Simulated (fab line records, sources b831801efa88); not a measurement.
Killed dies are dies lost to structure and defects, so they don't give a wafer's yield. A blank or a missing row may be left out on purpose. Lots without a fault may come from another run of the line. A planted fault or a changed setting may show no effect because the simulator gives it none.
fab line records | flow sky130
record lots=6 wafers=18 last_day=49
route steps=708 shown SD_P@323 RES_XHIGH@332 PAD_OPEN@708
lots that met no fault: from a run of the same line without faults
start_h: hours from the record's first day to the start of the lot's first wafer shown | wait_h: hours since the lot's step before | " the same as in the row above | L1.1+2: a row that stands for several wafers | - no value, or no start given | * or withheld: withheld | < > ~ a bound
route shown NAME@n: a module of which the file shows steps, and the number in the route of the first | usual: mean/standard deviation of fault-free wafers | same: alike in all rows | chamber/n: place in a boat | sites: the reading at each site | _std_site: their standard deviation | _edge_site: outer sites' mean less inner sites' | radius_mm: how far each site lies from the wafer's centre | mask NAME#n: copy n | behind: the tool/chamber that last shaped the wafer | hold: why the lot was held/for how many hours/how that ended | device: the transistor (n, p or np) that didn't switch | end of line: the same wafers' tests at the end of the route | a step without rows: its recipe alone | killed: dies lost to structure and defects at the first sort, not the wafer's yield | map: a wafer's dies, x killed, . not, _ none there
set.NAME: the setting as run; set.NAME@STEP: as run at that earlier step | model.NAME: the simulator's own value behind a step, which no gauge read
lots at some steps of the route; a table a step, a row a wafer
services: from which hour (start_h, from the record's first day; less than 0 if before it) a tool's chamber was out of use, for how many hours, and why
## steps
# step SKY_SD_P_SOFTBAKE_03
# recipe temp_c=90 time_s=60 resist=NOVOLAK
# step SKY_SD_P_EXPOSE_04
# recipe mask_id=PSDM na=0.6 source_shape=conventional sigma_outer=0.6 polarization=unpolarized target_cd_nm=380 dose_mj=138
# step SKY_SD_P_PEB_05
# recipe temp_c=withheld time_s=* resist=NOVOLAK
# step SKY_SD_P_DEVELOP_06
# recipe resist=NOVOLAK developer=TMAH develop_time_s=60 dev_temp_c=24.15
# step SKY_SD_P_CD_MEAS_07
# recipe target_cd_nm=380
# usual cd_nm=380.6/2.4
# columns lot.wafer tool chamber start_h wait_h cd_nm
L998.2 cd_sem-01 - 596.00 0.1 379.1
L998.5 " - " " 381.3
L998.6 " - " " 380.5
L999.1 cd_sem-01 - 609.90 0.1 380.1
L999.2 " - " " 382.2
L999.5 " - " " 380.8
L100.1 cd_sem-02 - 611.93 0.1 381.5
L100.2 " - " " 382.2
L100.5 " - " " 381.0
L101.1 cd_sem-02 - 612.68 0.1 383.2
L101.2 " - " " 381.0
L101.3 " - " " 384.1
L103.1 cd_sem-02 - 640.68 0.1 379.7
L103.3 " - " " 378.6
L103.5 " - " " 378.9
L113.2 cd_sem-02 - 716.67 0.1 378.5
L113.3 " - " " 381.8
L113.5 " - " " 377.9
# step SKY_SD_P_OVL_MEAS_08
# usual SD_P_OVL=-0.5/1.5
# columns lot.wafer tool chamber start_h wait_h SD_P_OVL[nm]
L998.2 overlay-02 - 596.10 0.1 0.6
L998.5 " - " " 1.9
L998.6 " - " " 0.6
L999.1 overlay-01 - 610.02 0.1 0.0
L999.2 " - " " -0.1
L999.5 " - " " 0.7
L100.1 overlay-01 - 612.05 0.1 -0.2
L100.2 " - " " -0.5
L100.5 " - " " 0.1
L101.1 overlay-01 - 612.80 0.1 -0.3
L101.2 " - " " -0.3
L101.3 " - " " 0.1
L103.1 overlay-02 - 640.80 0.1 0.1
L103.3 " - " " 2.4
L103.5 " - " " 1.3
L113.2 overlay-01 - 716.78 0.1 0.2
L113.3 " - " " -0.2
L113.5 " - " " -0.4
# step SKY_SD_P_IMPLANT_09
# recipe species=BF2 energy_kev=20 dose_cm2=3e+15 tilt_deg=0
# step SKY_SD_P_STRIP_10
# recipe chemistry=O2/N2 power_w=1400 pressure_mtorr=1500 platen_temp_c=withheld o2_flow_sccm=3000 n2_flow_sccm=300 overash_fraction=0.5
# usual drypump_motor_current_A=5.64/0.26 oes_product_au=0.617/0.0042 strip_time_to_endpoint_s=17.47/0.042
# columns lot.wafer tool chamber start_h wait_h drypump_motor_current_A oes_product_au rf_hours_counter_h strip_time_to_endpoint_s
L998.2 plasma_asher-04 0 596.28 0.1 5.57 0.619 90 17.49
L998.5 " 0 " " 5.57 0.614 - 17.52
L998.6 " 1 " " 5.14 0.621 - 17.50
L999.1 plasma_asher-02 1 610.21 0.1 5.73 0.620 82 17.53
L999.2 " 0 " " 6.02 0.620 82 17.54
L999.5 " 0 " " 6.01 0.614 - 17.51
L100.1 plasma_asher-02 1 612.24 0.1 5.70 0.621 82 17.51
L100.2 " 0 " " 5.97 0.611 82 17.53
L100.5 " 0 " " 5.99 0.619 - 17.47
L101.1 plasma_asher-03 0 612.98 0.1 5.51 0.618 43 17.50
L101.2 " 1 " " 5.59 0.615 43 17.53
L101.3 " 0 " " 5.53 0.619 - 17.51
L103.1 plasma_asher-02 1 640.99 0.1 5.74 0.623 85 17.44
L103.3 " 1 " " 5.73 0.618 - 17.49
L103.5 " 0 " " 6.00 0.614 - 17.48
L113.2 plasma_asher-02 1 716.96 0.1 5.72 0.611 92 17.43
L113.3 " 1 " " 5.73 0.606 - 17.43
L113.5 " 1 " " 5.74 0.623 - 17.45
# step SKY_SD_P_TW_MEAS_11
# usual SD_P_TW=2816/18
# columns lot.wafer tool chamber start_h wait_h SD_P_TW
L998.2 film_metro-02 - 596.39 0.1 2805
L998.5 " - " " 2802
L998.6 " - " " 2784
L999.1 film_metro-02 - 610.31 0.1 2830
L999.2 " - " " 2821
L999.5 " - " " 2809
L100.1 film_metro-04 - 612.34 0.1 2831
L100.2 " - " " 2836
L100.5 " - " " 2835
L101.1 film_metro-02 - 613.08 0.1 2838
L101.2 " - " " 2829
L101.3 " - " " 2819
L103.1 film_metro-02 - 641.09 0.1 2792
L103.3 " - " " 2791
L103.5 " - " " 2805
L113.2 film_metro-04 - 717.07 0.1 2830
L113.3 " - " " 2831
L113.5 " - " " 2830
# step SKY_RES_XHIGH_DEHYDRATE_00
# recipe temp_c=200 time_s=60
# step SKY_RES_XHIGH_HMDS_01
# recipe prime_time_s=60 prime_temp_c=120
# step SKY_RES_XHIGH_COAT_02
# recipe resist=NOVOLAK spin_rpm=3000 resist_thk_nm=1140
# step SKY_RES_XHIGH_SOFTBAKE_03
# recipe temp_c=90 time_s=60 resist=NOVOLAK
# usual heater_power_total_W=56.59/0.045 plate_temp_C=89.99/0.12 run_length_s=88.87/0.21
# columns lot.wafer tool chamber start_h wait_h heater_power_total_W plate_temp_C run_length_s
L998.2 litho_track-03 0 610.20 0.1 56.63 90.06 88.68
L998.5 " 0 " " 56.65 89.95 88.65
L998.6 " 0 " " 56.51 89.87 88.77
L999.1 litho_track-03 0 624.78 0.1 56.60 89.88 88.58
L999.2 " 0 " " 56.56 89.89 89.00
L999.5 " 0 " " 56.61 89.89 88.70
L100.1 litho_track-03 0 626.78 0.1 58.34 - 83.64
L100.2 " 0 " " 58.33 - 83.51
L100.5 " 0 " " 58.42 - 83.65
L101.1 litho_track-03 0 627.73 0.1 58.37 - 83.73
L101.2 " 0 " " 58.33 - 83.54
L101.3 " 0 " " 58.34 - 83.49
L103.1 litho_track-01 0 654.83 0.1 56.63 89.99 88.91
L103.3 " 0 " " 56.60 90.13 88.82
L103.5 " 0 " " 56.69 90.09 88.87
L113.2 litho_track-02 0 729.41 0.1 56.62 90.22 89.04
L113.3 " 0 " " 56.59 90.13 89.11
L113.5 " 0 " " 56.55 90.15 89.07
# step SKY_RES_XHIGH_EXPOSE_04
# recipe mask_id=URPM na=0.6 source_shape=conventional sigma_outer=0.6 polarization=unpolarized target_cd_nm=1270 dose_mj=140
# step SKY_PAD_OPEN_PROBE_99
# usual killed_at_M0_to_M3=43/6.6 killed_at_M4_up=2.9/1.8 killed_at_contacts=25/5.3 killed_at_front_end=15/4.1 killed_at_other=0.3/0.6 killed_dies=86/8.8 killed_open=47/6.7 killed_short=39/6.2
# same gross_dies=492 killed_at_back_side=0
# columns lot.wafer tool chamber start_h wait_h killed_at_M0_to_M3 killed_at_M4_up killed_at_contacts killed_at_front_end killed_at_other killed_dies killed_open killed_short
L998.2 prober-01 - 1080.33 0.1 43 4 23 17 1 88 51 37
L998.5 prober-01 - 1080.48 0.2 35 3 25 13 0 76 47 29
L998.6 prober-01 - 1080.53 0.2 43 3 24 12 0 82 47 35
L100.1 prober-01 - 1092.30 0.1 40 5 22 12 0 79 44 35
L100.2 prober-01 - 1092.35 0.1 33 4 28 14 0 79 50 29
L100.5 prober-01 - 1092.50 0.2 48 3 21 16 0 88 49 39
L101.1 prober-02 - 1094.80 0.1 45 1 20 11 0 77 45 32
L101.2 prober-02 - 1094.85 0.1 43 0 30 31 1 105 53 52
L101.3 prober-02 - 1094.90 0.2 43 5 26 17 0 91 53 38
# killed by level:class
L998.2 VIA2:geometric_particle:open=10 VIA1:geometric_particle:open=9 POLY_GATE:geometric_particle:open=8 LI_CONTACT:geometric_particle:open=8 METAL2:geometric_particle:short=8 CONTACT:geometric_particle:open=7 METAL3:geometric_particle:short=5 POLY_GATE:geometric_particle:short=3
L998.5 LI_CONTACT:geometric_particle:open=10 CONTACT:geometric_particle:open=10 VIA2:geometric_particle:open=8 VIA2:geometric_particle:short=6 FIELD_ISO:geometric_particle:open=4 METAL2:geometric_particle:short=4 METAL3:geometric_particle:short=4 FIELD_ISO:geometric_particle:short=3
L998.6 VIA1:geometric_particle:open=10 LI_CONTACT:geometric_particle:open=8 METAL1:geometric_particle:short=7 VIA2:geometric_particle:open=6 CONTACT:geometric_particle:open=6 VIA1:geometric_particle:short=5 METAL2:geometric_particle:short=5 FIELD_ISO:geometric_particle:open=4
L100.1 CONTACT:geometric_particle:open=11 METAL1:geometric_particle:short=7 VIA2:geometric_particle:open=6 LI_CONTACT:geometric_particle:open=5 VIA1:geometric_particle:open=5 METAL2:geometric_particle:short=5 VIA3:geometric_particle:open=5 FIELD_ISO:geometric_particle:open=4
L100.2 LI_CONTACT:geometric_particle:open=9 CONTACT:geometric_particle:open=9 VIA1:geometric_particle:open=6 METAL2:geometric_particle:short=5 VIA2:geometric_particle:open=5 VIA3:geometric_particle:open=5 POLY_GATE:geometric_particle:open=3 SPACER:geometric_particle:open=3
L100.5 VIA1:geometric_particle:open=13 CONTACT:geometric_particle:open=10 VIA2:geometric_particle:open=8 LOCAL_INTERCONNECT:geometric_particle:short=5 METAL2:geometric_particle:short=5 POLY_GATE:geometric_particle:short=4 VIA3:geometric_particle:open=4 VIA3:geometric_particle:short=4
L101.1 VIA1:geometric_particle:open=16 CONTACT:geometric_particle:open=10 METAL1:geometric_particle:short=8 LI_CONTACT:geometric_particle:open=5 POLY_GATE:geometric_particle:short=4 METAL2:geometric_particle:short=4 VIA1:geometric_particle:short=4 VIA3:geometric_particle:open=4
L101.2 POLY_GATE:geometric_particle:short=11 VIA1:geometric_particle:open=10 LI_CONTACT:geometric_particle:open=9 CONTACT:geometric_particle:open=9 LOCAL_INTERCONNECT:geometric_particle:short=7 METAL1:geometric_particle:short=7 FIELD_ISO:geometric_particle:open=6 FIELD_ISO:geometric_particle:short=5
L101.3 VIA1:geometric_particle:open=13 CONTACT:geometric_particle:open=11 METAL1:geometric_particle:short=8 VIA1:geometric_particle:short=6 FIELD_ISO:geometric_particle:open=5 LI_CONTACT:geometric_particle:open=5 POLY_GATE:geometric_particle:open=4 LI_CONTACT:geometric_particle:short=4
## services
# columns tool chamber start_h hours kind
plasma_asher-02 - 624.68 0.5 repair
plasma_asher-03 - 624.84 1.1 repair
plasma_asher-03 - 645.32 2.8 pm
## key
first_sign step=SKY_RES_XHIGH_SOFTBAKE_03 reading=heater_power_total_W direction=up sigmas=39 usual=* struck=*
effect step=SKY_RES_XHIGH_SOFTBAKE_03 reading=run_length_s direction=down sigmas=25 usual=* struck=*
met_at SKY_RES_XHIGH_SOFTBAKE_03
struck_wafers L100.1,L100.2,L100.5,L101.1,L101.2,L101.3
tester_left_out L100,L101
onset_between 624.78 626.78
fault kind=process_parameter_drift tool=litho_track-03 chamber=- onset_h=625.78 steps=SKY_RES_XHIGH_SOFTBAKE_03 channel=time_s offset=* shape=step end_h=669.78 acts_in=* stated=*
# tester_left_out: of these lots the tester's yield and bins aren't shown, on N5 and GAA mostly nor the transistor test; their killed dies are dies lost to structure and defects alone, not to doping, threshold or leakage, so they don't give the yield
